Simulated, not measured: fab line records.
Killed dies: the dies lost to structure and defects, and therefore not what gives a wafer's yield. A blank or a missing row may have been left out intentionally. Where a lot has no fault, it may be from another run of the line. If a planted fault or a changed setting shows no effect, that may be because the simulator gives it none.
fab line records    flow sky130    part 2 of 2: steps 30 to 40 of 40
record lots=5  wafers=15  last_day=49
route steps=708 shown LDD_LDN@289 SPACER@304 POLY_CUT@307 SD_P@320
lots that met no fault: from a run of the same line without faults
start_h: start of the lot's first displayed wafer, in hours after the record's first day    wait_h: time in hours since the lot's previous step    " as in the row above    L1.1+2: one row covering several wafers at once    - no value, or no start was given    * or withheld: withheld    < > ~ a bound
route shown NAME@n: names a module that has steps shown in the file, with the first one's number in the route    usual: average and standard deviation across the fault-free wafers    same: alike in all rows    chamber/n: place in a boat    sites: the reading at each site    _std_site: how widely they spread, as a standard deviation    _edge_site: mean of outer sites minus mean of inner sites    radius_mm: for every site, how far away it sits from the centre of the wafer    mask NAME#n: copy n    behind: the last tool/chamber to shape the wafer    hold: reason for holding the lot/hours on hold/outcome of the hold    device: names the non-switching transistor (n, p or np)    end of line: the tests these same wafers got at the end of their route    where a step has no rows: the recipe by itself    killed: at the first sort, the dies lost to defects and structure; wafer yield is something else    map: per-die view of a wafer (x killed, . not killed, _ where there is no die)
set.NAME: the setting the step ran with; set.NAME@STEP: the setting that earlier step ran with    model.NAME: the simulator's own value behind a step, which no gauge read
lots at selected steps of the route; one table per step, one row per wafer
services: when a tool's chamber went out of use (start_h, in hours from the record's first day, below 0 if earlier), for how many hours, and the reason
## steps
# step SKY_POLY_CUT_ETCH_11
# recipe target=Si3N4  chemistry=CF4/CH2F2/Ar  stop_on=poly-Si  source_w=600  bias_w=150  pressure_mtorr=40  cf4_flow_sccm=40  ch2f2_flow_sccm=20  Ar_flow_sccm=150  time_s=42.5  target_depth_a=600
# usual drypump_motor_current_A=5.7/0.41  oes_product_au=0.827/0.0063  throttle_valve_pct=14.994/0.0089
# same time_s=42.5
lot.wafer  tool         chamber  start_h  wait_h  drypump_motor_current_A  oes_product_au  rf_hours_counter_h  throttle_valve_pct
L074.3     rie_diel-02  3        559.68   0.0     5.9                      0.832           50                  14.974
L074.4     "            0        "        "       5.8                      0.827           8                   14.991
L074.5     "            3        "        "       5.9                      0.834           -                   14.986
L084.2     rie_diel-03  2        645.23   0.0     5.7                      0.838           5                   14.982
L084.3     "            1        "        "       4.8                      0.833           5                   14.974
L084.5     "            3        "        "       6.5                      0.819           -                   14.995
L087.2     rie_diel-04  2        662.15   0.0     5.6                      0.833           16                  14.987
L087.4     "            1        "        "       5.3                      0.827           6                   14.989
L087.6     "            3        "        "       5.7                      0.830           -                   14.999
L090.4     rie_diel-02  3        705.65   0.0     5.9                      0.832           53                  14.991
L090.5     "            2        "        "       5.8                      0.836           -                   14.994
L090.6     "            1        "        "       5.9                      0.828           -                   15.000
L091.2     rie_diel-03  3        708.57   0.0     6.4                      0.837           6                   15.002
L091.3     "            0        "        "       5.2                      0.822           16                  14.996
L091.5     "            1        "        "       4.8                      0.830           -                   14.993
# step SKY_POLY_CUT_STRIP_12
# recipe chemistry=O2/N2  power_w=1400  pressure_mtorr=1500  platen_temp_c=withheld  o2_flow_sccm=3000  n2_flow_sccm=300  overash_fraction=0.5
# usual drypump_motor_current_A=6.0/0.45  oes_product_au=0.452/0.0047  strip_time_to_endpoint_s=5.355/0.018
# same overash_fraction=0.5
lot.wafer  tool             chamber  start_h  wait_h  drypump_motor_current_A  oes_product_au  rf_hours_counter_h  strip_time_to_endpoint_s
L074.3     plasma_asher-03  0        559.76   0.1     5.9                      0.445           -                   5.405
L074.4     "                1        "        "       6.0                      0.450           -                   5.370
L074.5     "                1        "        "       6.0                      0.454           -                   5.349
L084.2     plasma_asher-04  1        645.27   0.0     5.9                      0.451           95                  5.355
L084.3     "                0        "        "       5.8                      0.447           -                   5.327
L084.5     "                1        "        "       5.9                      0.445           -                   5.338
L087.2     plasma_asher-04  0        662.19   0.0     5.8                      0.449           97                  5.347
L087.4     "                1        "        "       5.9                      0.449           -                   5.336
L087.6     "                0        "        "       5.8                      0.458           -                   5.317
L090.4     plasma_asher-02  0        705.73   0.1     6.6                      0.453           -                   5.333
L090.5     "                1        "        "       5.5                      0.441           -                   5.325
L090.6     "                0        "        "       6.6                      0.452           -                   5.350
L091.2     plasma_asher-02  0        708.61   0.0     6.6                      0.453           53                  5.352
L091.3     "                1        "        "       5.4                      0.456           -                   5.339
L091.5     "                1        "        "       5.4                      0.450           -                   5.357
# step SKY_SD_P_DEHYDRATE_00
# recipe temp_c=200  time_s=60
# same time_s=60
lot.wafer   tool            chamber  start_h  wait_h
L074.3+4+5  litho_track-04  0        573.57   13.8
L084.2+3+5  litho_track-04  0        658.64   13.3
L087.2+4+6  litho_track-03  0        676.09   13.9
L090.4+5+6  litho_track-03  0        717.74   12.0
L091.2+3+5  litho_track-04  0        722.04   13.4
# step SKY_SD_P_HMDS_01
# recipe prime_time_s=60  prime_temp_c=120
# usual prime_temp_c=120.00/0.12
lot.wafer  tool            chamber  start_h  wait_h  prime_temp_c
L074.3     litho_track-04  0        573.72   0.1     119.93
L074.4     "               0        "        "       119.88
L074.5     "               0        "        "       120.02
L084.2     litho_track-04  0        658.79   0.1     120.17
L084.3     "               0        "        "       120.20
L084.5     "               0        "        "       120.28
L087.2     litho_track-03  0        676.24   0.1     119.85
L087.4     "               0        "        "       120.27
L087.6     "               0        "        "       120.05
L090.4     litho_track-03  0        717.89   0.1     119.94
L090.5     "               0        "        "       120.09
L090.6     "               0        "        "       120.00
L091.2     litho_track-04  0        722.19   0.1     119.94
L091.3     "               0        "        "       120.10
L091.5     "               0        "        "       119.99
# step SKY_SD_P_COAT_02
# recipe resist=NOVOLAK  spin_rpm=3000  resist_thk_nm=1140
lot.wafer   tool            chamber  start_h  wait_h
L074.3+4+5  litho_track-04  0        573.87   0.1
L084.2+3+5  litho_track-04  0        658.94   0.1
L087.2+4+6  litho_track-03  0        676.39   0.1
L090.4+5+6  litho_track-03  0        718.04   0.1
L091.2+3+5  litho_track-04  0        722.34   0.1
# step SKY_SD_P_SOFTBAKE_03
# recipe temp_c=90  time_s=60  resist=NOVOLAK
# same time_s=60
lot.wafer   tool            chamber  start_h  wait_h
L074.3+4+5  litho_track-04  0        574.02   0.1
L084.2+3+5  litho_track-04  0        659.09   0.1
L087.2+4+6  litho_track-03  0        676.54   0.1
L090.4+5+6  litho_track-03  0        718.19   0.1
L091.2+3+5  litho_track-04  0        722.49   0.1
# step SKY_SD_P_EXPOSE_04
# recipe mask_id=PSDM  na=0.6  source_shape=conventional  sigma_outer=0.6  polarization=unpolarized  target_cd_nm=380  dose_mj=138
# usual exposure_dose_mJ_cm2=137.88/0.15
lot.wafer  tool              chamber  start_h  wait_h  mask    exposure_dose_mJ_cm2
L074.3     iline_stepper-02  0        -        -       PSDM#0  137.94
L074.4     "                 0        "        "       PSDM#0  138.28
L074.5     "                 0        "        "       PSDM#0  138.06
L084.2     iline_stepper-02  0        -        -       PSDM#0  138.01
L084.3     "                 0        "        "       PSDM#0  137.86
L084.5     "                 0        "        "       PSDM#0  137.94
L087.2     iline_stepper-02  0        -        -       PSDM#0  137.96
L087.4     "                 0        "        "       PSDM#0  137.89
L087.6     "                 0        "        "       PSDM#0  137.97
L090.4     iline_stepper-01  0        -        -       PSDM#0  138.02
L090.5     "                 0        "        "       PSDM#0  137.89
L090.6     "                 0        "        "       PSDM#0  138.01
L091.2     iline_stepper-01  0        -        -       PSDM#0  137.98
L091.3     "                 0        "        "       PSDM#0  137.69
L091.5     "                 0        "        "       PSDM#0  137.94
# step SKY_SD_P_PEB_05
# recipe temp_c=withheld  time_s=*  resist=NOVOLAK
# same time_s=*
lot.wafer   tool            chamber  start_h  wait_h
L074.3+4+5  litho_track-01  0        -        -
L084.2+3+5  litho_track-01  0        -        -
L087.2+4+6  litho_track-04  0        -        -
L090.4+5+6  litho_track-01  0        -        -
L091.2+3+5  litho_track-04  0        -        -
# step SKY_SD_P_DEVELOP_06
# recipe resist=NOVOLAK  developer=TMAH  develop_time_s=60  dev_temp_c=23
lot.wafer   tool            chamber  start_h  wait_h
L074.3+4+5  litho_track-01  0        588.45   0.1
L084.2+3+5  litho_track-01  0        673.38   0.1
L087.2+4+6  litho_track-04  0        689.24   0.1
L090.4+5+6  litho_track-01  0        732.88   0.1
L091.2+3+5  litho_track-04  0        736.39   0.1
# step SKY_SD_P_CD_MEAS_07
# recipe target_cd_nm=380
# usual cd_nm=381/3.2
lot.wafer  tool       chamber  start_h  wait_h  cd_nm
L074.3     cd_sem-02  -        588.59   0.1     381
L074.4     "          -        "        "       381
L074.5     "          -        "        "       381
L084.2     cd_sem-01  -        673.52   0.1     378
L084.3     "          -        "        "       378
L084.5     "          -        "        "       376
L087.2     cd_sem-01  -        689.39   0.1     378
L087.4     "          -        "        "       378
L087.6     "          -        "        "       380
L090.4     cd_sem-02  -        733.01   0.1     377
L090.5     "          -        "        "       377
L090.6     "          -        "        "       376
L091.2     cd_sem-01  -        736.54   0.1     379
L091.3     "          -        "        "       380
L091.5     "          -        "        "       382
# step SKY_SD_P_OVL_MEAS_08
# usual SD_P_OVL=-0.3/1.3
lot.wafer  tool        chamber  start_h  wait_h  SD_P_OVL[nm]
L074.3     overlay-01  -        588.69   0.1     -0.4
L074.4     "           -        "        "       1.2
L074.5     "           -        "        "       0.6
L084.2     overlay-01  -        673.63   0.1     0.6
L084.3     "           -        "        "       0.6
L084.5     "           -        "        "       -0.6
L087.2     overlay-02  -        689.49   0.1     2.0
L087.4     "           -        "        "       0.6
L087.6     "           -        "        "       1.2
L090.4     overlay-02  -        733.09   0.1     -0.2
L090.5     "           -        "        "       0.6
L090.6     "           -        "        "       0.1
L091.2     overlay-02  -        736.64   0.1     -1.6
L091.3     "           -        "        "       -1.5
L091.5     "           -        "        "       0.0
## services
tool              chamber  start_h  hours  kind
plasma_asher-02   -        485.15   2.9    repair
rie_diel-03       2        503.82   3.5    repair
rie_diel-03       3        513.85   1.4    repair
rie_diel-03       2        551.96   3.6    repair
iline_stepper-01  -        561.98   4.4    pm
iline_stepper-01  -        566.43   8.9    pm
rie_diel-02       0        573.65   7.1    repair
krf_scanner-01    -        575.67   0.8    pm
implanter-01      -        577.38   4.2    repair
krf_scanner-01    -        586.58   1.3    pm
krf_scanner-01    -        591.04   1.0    pm
rie_diel-02       -        598.53   9.4    repair
iline_stepper-02  -        599.80   1.7    pm
rie_diel-04       0        605.63   4.7    repair
rie_diel-02       0        632.73   4.8    repair
implanter-02      -        664.01   3.0    pm
rie_diel-02       0        679.17   10.4   repair
lpcvd-02          -        696.23   2.8    pm
rie_diel-04       0        697.68   4.7    repair
iline_stepper-02  -        698.95   2.3    repair
implanter-01      -        705.65   5.3    repair
rie_diel-02       0        722.30   4.3    repair
rie_diel-02       -        733.44   0.5    repair
plasma_asher-04   -        733.75   9.0    pm
